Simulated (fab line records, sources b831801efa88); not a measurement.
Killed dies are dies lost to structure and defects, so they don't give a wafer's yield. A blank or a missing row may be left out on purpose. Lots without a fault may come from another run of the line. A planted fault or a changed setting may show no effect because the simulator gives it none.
Tool commonality check | flow gf180mcu | 13 lots, 39 wafers sampled

WHY IT WAS OPENED
At GF_HV_LDD_TW_MEAS_23 the reading HV_LDD_2_TW is flagged on 2 of 13 lots. Wafers without a fault read 1057, standard deviation 5.4.
Rule: a lot is flagged when every wafer of it that has a number lies more than 4 standard deviations from that mean, or none has a number. The other lots count as sound.

lot  | measured     | on            | HV_LDD_2_TW, wafer by wafer | flag
L584 | day 11 10:29 | film_metro-03 | 1053 1050 1050              |
L585 | day 11 20:52 | film_metro-01 | 1061 1058 1059              |
L587 | day 12 04:34 | film_metro-03 | 1060 1059 1062              |
L588 | day 12 11:10 | film_metro-01 | 1059 1048 1054              |
L593 | day 14 03:51 | film_metro-01 | 974 980 978                 | FLAGGED
L594 | day 14 13:25 | film_metro-04 | 987 989 986                 | FLAGGED
L595 | day 14 19:39 | film_metro-03 | 1057 1055 1063              |
L597 | day 15 08:09 | film_metro-01 | 1056 1053 1046              |
L601 | day 16 18:46 | film_metro-01 | 1047 1053 1053              |
L602 | day 17 00:29 | film_metro-04 | 1062 1066 1061              |
L603 | day 17 06:58 | film_metro-03 | 1054 1052 1052              |
L604 | day 17 17:31 | film_metro-01 | 1064 1060 1064              |
L605 | day 18 08:13 | film_metro-04 | 1062 1058 1056              |
The numbers of the flagged lots are 982 on average: -75 against the usual, or -14 standard deviations.

WHICH TOOL RAN EACH LOT
The record holds 1 process step before the reading, out of a route of 602 steps. In each cell: the tool, then ch and the chambers that the sampled wafers went through, then the start.
lot  | flag    | GF_HV_LDD_IMPLANT_21
L584 |         | implanter-01 ch 0, day 11 10:14
L585 |         | implanter-01 ch 0, day 11 20:37
L587 |         | implanter-02 ch 0, day 12 04:19
L588 |         | implanter-01 ch 0, day 12 10:56
L593 | FLAGGED | implanter-01 ch 0, day 14 03:37
L594 | FLAGGED | implanter-01 ch 0, day 14 13:13
L595 |         | implanter-02 ch 0, day 14 19:24
L597 |         | implanter-02 ch 0, day 15 07:54
L601 |         | implanter-01 ch 0, day 16 18:34
L602 |         | implanter-04 ch 0, day 17 00:14
L603 |         | implanter-04 ch 0, day 17 06:45
L604 |         | implanter-02 ch 0, day 17 17:17
L605 |         | implanter-04 ch 0, day 18 07:58
What these steps do:
- GF_HV_LDD_IMPLANT_21
- GF_HV_LDD_TW_MEAS_23

FLAGGED OVER TOTAL, TOOL BY TOOL (the gauges that took the reading come last)
step                 | tool          | lots run | flagged | share of the flagged lots | sound lots run after its first flagged lot
GF_HV_LDD_IMPLANT_21 | implanter-01  | 6        | 2       | all                       | 1 (L601)
GF_HV_LDD_IMPLANT_21 | implanter-02  | 4        | 0       | none                      | -
GF_HV_LDD_IMPLANT_21 | implanter-04  | 3        | 0       | none                      | -
GF_HV_LDD_TW_MEAS_23 | film_metro-01 | 6        | 1       | some                      | 3 (L597,L601,L604)
GF_HV_LDD_TW_MEAS_23 | film_metro-03 | 4        | 0       | none                      | -
GF_HV_LDD_TW_MEAS_23 | film_metro-04 | 3        | 1       | some                      | 2 (L602,L605)

WHAT THE TABLE ALLOWS
1 row of the table ran every flagged lot: implanter-01 at GF_HV_LDD_IMPLANT_21.
- implanter-01 at GF_HV_LDD_IMPLANT_21: 2 of its 6 lots flagged. Sound lots ran on it after the first flagged one (L601), which a lasting fault on the whole tool wouldn't allow. Its own readings lie more than 4 standard deviations out on every wafer of the flagged lots: beam_energy_keV.
No row of the table ran every flagged lot and no sound lot after the first.

WHAT THE SIMULATOR HAD PUT IN
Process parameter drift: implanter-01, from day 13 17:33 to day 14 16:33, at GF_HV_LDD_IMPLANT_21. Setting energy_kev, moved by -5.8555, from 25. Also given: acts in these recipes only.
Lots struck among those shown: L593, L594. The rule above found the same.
